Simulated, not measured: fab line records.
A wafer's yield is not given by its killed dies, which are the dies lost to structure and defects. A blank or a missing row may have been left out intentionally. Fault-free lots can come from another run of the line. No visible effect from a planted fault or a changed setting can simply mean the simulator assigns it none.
Matching of chambers | flow sky130 | SKY_CAPM_CVD_00 on pecvd-03: 3 sister chambers
The step deposits SiO2, target thk 15.5 nm. 6 wafers are shown with their chamber, then 9 later ones without.

## WAFERS, EACH WITH ITS CHAMBER
wafer  | chamber | susceptor_temp_C (C) | heater_power_w (W)
L083.6 | 2       | 400.27               | 734
L085.1 | 0       | 400.11               | 692
L085.5 | 1       | 400.07               | 640
L088.1 | 1       | 400.00               | 760
L088.2 | 2       | 399.93               | 635
L088.3 | 0       | 399.72               | 607

## WAFERS WITHOUT THEIR CHAMBER
wafer  | susceptor_temp_C (C) | heater_power_w (W)
L090.2 | 399.97               | 759
L090.3 | 399.67               | 743
L090.5 | 400.01               | 728
L094.1 | 399.60               | 644
L094.2 | 399.97               | 678
L094.6 | 399.89               | 656
L096.1 | 399.89               | 744
L096.2 | 399.89               | 665
L096.5 | 400.13               | 665

## WHICH CHAMBER EACH ONE RAN IN
wafer  | from the rows above          | in truth
L090.2 | can't be placed: 1 or 2 or 0 | 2
L090.3 | can't be placed: 0 or 1 or 2 | 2
L090.5 | can't be placed: 1 or 2 or 0 | 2
L094.1 | can't be placed: 0 or 1 or 2 | 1
L094.2 | can't be placed: 1 or 0 or 2 | 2
L094.6 | can't be placed: 0 or 1 or 2 | 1
L096.1 | can't be placed: 1 or 2 or 0 | 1
L096.2 | can't be placed: 0 or 1 or 2 | 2
L096.5 | can't be placed: 2 or 1 or 0 | 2
Correctly placed: 0 of 9. Not placeable from these rows: 9 (in 9, the candidates include the true chamber). Placed wrongly: 0.
How it was worked out, from the rows above alone: a wafer's distance from a chamber is the root of the sum, over the readings, of the square of ((its reading less the chamber's mean) divided by the reading's scatter). If the next closest chamber is less than 2 further off than the closest, the wafer can't be placed; otherwise it belongs to the closest. For every chamber, the mean is computed from those of its wafers that are shown. How the scatter is found: for the shown wafers, subtract from each reading the mean of its chamber, square and add these, divide the total by (wafers less chambers), then take the root.
